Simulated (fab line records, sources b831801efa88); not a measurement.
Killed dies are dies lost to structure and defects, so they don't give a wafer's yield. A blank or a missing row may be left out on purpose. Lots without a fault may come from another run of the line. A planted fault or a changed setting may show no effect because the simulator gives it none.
A struck lot beside a sound one | flow sky130 | 21 steps out of a route of 708
Sound: wafers L560.2, L560.4, L560.5. Struck: wafers L557.4, L557.5, L557.6. The cause comes at the end.
At each step with rows: each side's tool, then ch and its chambers, then its first start. Under that, the readings that differ: sound wafers | struck wafers | difference of the means | sigmas: that difference in standard deviations of wafers without a fault.
alike: readings whose means differ by less than 2 such deviations, and words and numbers that are the same on both sides. not compared: withheld readings, readings that some wafer has no value for, bounds like >300 that may hide the same value, and numbers for which the record gives no deviation and whose values overlap.
The two part at a step that has a row with sigmas, a row that says differs or no value, or rows on one side only. Numbers that don't overlap but have no deviation are shown without sigmas and don't part them. A reading that every wafer of one side lacks parts them only if that side has two wafers or more.

first, 1 step without rows for these wafers: SKY_SONOS_TUNNEL_STRIP_11 (strips in SPM, time 600 s).
SKY_SONOS_TUNNEL_TW_MEAS_12:
  sound on film_metro-04, day 15 21:53; struck on film_metro-04, day 14 17:29
  alike: SONOS_TUNNEL_TW
then, 2 steps without rows for these wafers: SKY_SONOS_TUNNEL_CLEAN_13 (cleans in dHF, time 20 s); SKY_SONOS_ONO_OXIDATION_00 (stabilise 600 s, purge 300 s, target thk 2.6 nm).
SKY_SONOS_ONO_THK_MEAS_01:
  sound on film_metro-01, day 15 23:31; struck on film_metro-03, day 14 18:54
  alike: SONOS_ONO_OXIDATION_THK
then, 1 step without rows for these wafers: SKY_SONOS_ONO_CVD_02 (deposits Si3N4 from DCS/NH3, target thk 10.5 nm, time 180 s).
SKY_SONOS_ONO_THK_MEAS_03:
  sound on film_metro-03, day 16 00:38; struck on film_metro-01, day 14 20:01
  reading                   | sound             | struck            | difference | sigmas
  SONOS_ONO_CVD_02_THK (nm) | 10.25 10.25 10.16 | 10.62 10.59 10.46 | +0.34      | +2
then, 1 step without rows for these wafers: SKY_SONOS_ONO_CVD_04 (deposits SiO2 from SiH4/N2O, target thk 5.7199 nm).
SKY_SONOS_ONO_THK_MEAS_05:
  sound on film_metro-01, day 16 01:56; struck on film_metro-02, day 14 21:19
  alike: SONOS_ONO_CVD_04_THK
then, 3 steps without rows for these wafers: SKY_SONOS_ONO_DEHYDRATE_06 (time 60 s); SKY_SONOS_ONO_HMDS_07 (prime time 60 s); SKY_SONOS_ONO_COAT_08 (resist thk 1140 nm).
SKY_SONOS_ONO_SOFTBAKE_09: time 60 s.
  sound on litho_track-04 ch 0, day 16 15:47; struck on litho_track-02 ch 0, day 15 11:06
  reading                                        | sound             | struck            | difference | sigmas
  heater_power_total_W (W)                       | 56.59 56.60 56.56 | 59.99 59.96 59.97 | +3.39      | +89
  plate_temp_C (C)                               | 90.26 90.17 90.19 | 93.68 93.66 93.64 | +3.45      | +31
  model.NOVOLAK_of_SONOS_ONO_COAT_08.thk_nm (nm) | 1143 1145 1145    | 1126 1132 1128    | -16        |
then, 3 steps without rows for these wafers: SKY_SONOS_ONO_EXPOSE_10 (exposes mask ONOM, target cd 410 nm); SKY_SONOS_ONO_PEB_11; SKY_SONOS_ONO_DEVELOP_12 (develop time 60 s).
SKY_SONOS_ONO_CD_MEAS_13: target cd 410 nm.
  sound on cd_sem-01, day 17 06:20; struck on cd_sem-02, day 16 00:28
  alike: cd_nm
SKY_SONOS_ONO_OVL_MEAS_14:
  sound on overlay-01, day 17 06:26; struck on overlay-01, day 16 00:33
  alike: SONOS_ONO_OVL
SKY_SONOS_ONO_ETCH_15: etches the open film in CHF3/O2, target depth 19.52 nm, time 7.8 s.
  sound on rie_diel-02 ch 0,2, day 17 06:28; struck on rie_diel-04 ch 0,3, day 16 00:34
  reading                                        | sound          | struck         | difference | sigmas
  model.NOVOLAK_of_SONOS_ONO_COAT_08.thk_nm (nm) | 1127 1128 1128 | 1109 1115 1112 | -16        |
  alike: drypump_motor_current_A, oes_product_au, throttle_valve_pct
  not compared: rf_hours_counter_h
then, 1 step without rows for these wafers: SKY_SONOS_ONO_WET_ETCH_16 (etches SiO2 in dHF, target depth 14 nm, time 280 s).
-- the record jumps here: 32 days lie between the struck wafers' starts before and after (it left off in module SONOS_ONO and takes up again in module PAD_OPEN, whose first step shown is number 708 of the route) --
SKY_PAD_OPEN_PROBE_99:
  sound on prober-02, day 49 01:23; struck on prober-01, day 48 05:26
  reading         | sound | struck | difference | sigmas
  killed_at_M4_up | 1 0 3 | 4 4 8  | +4         | +2
  alike: killed_at_M0_to_M3, killed_at_contacts, killed_at_front_end, killed_at_other, killed_dies, killed_open, killed_short

WHERE THEY PART
First at SKY_SONOS_ONO_THK_MEAS_03; last, within this record, at SKY_PAD_OPEN_PROBE_99.

WHY: what the simulator had put in
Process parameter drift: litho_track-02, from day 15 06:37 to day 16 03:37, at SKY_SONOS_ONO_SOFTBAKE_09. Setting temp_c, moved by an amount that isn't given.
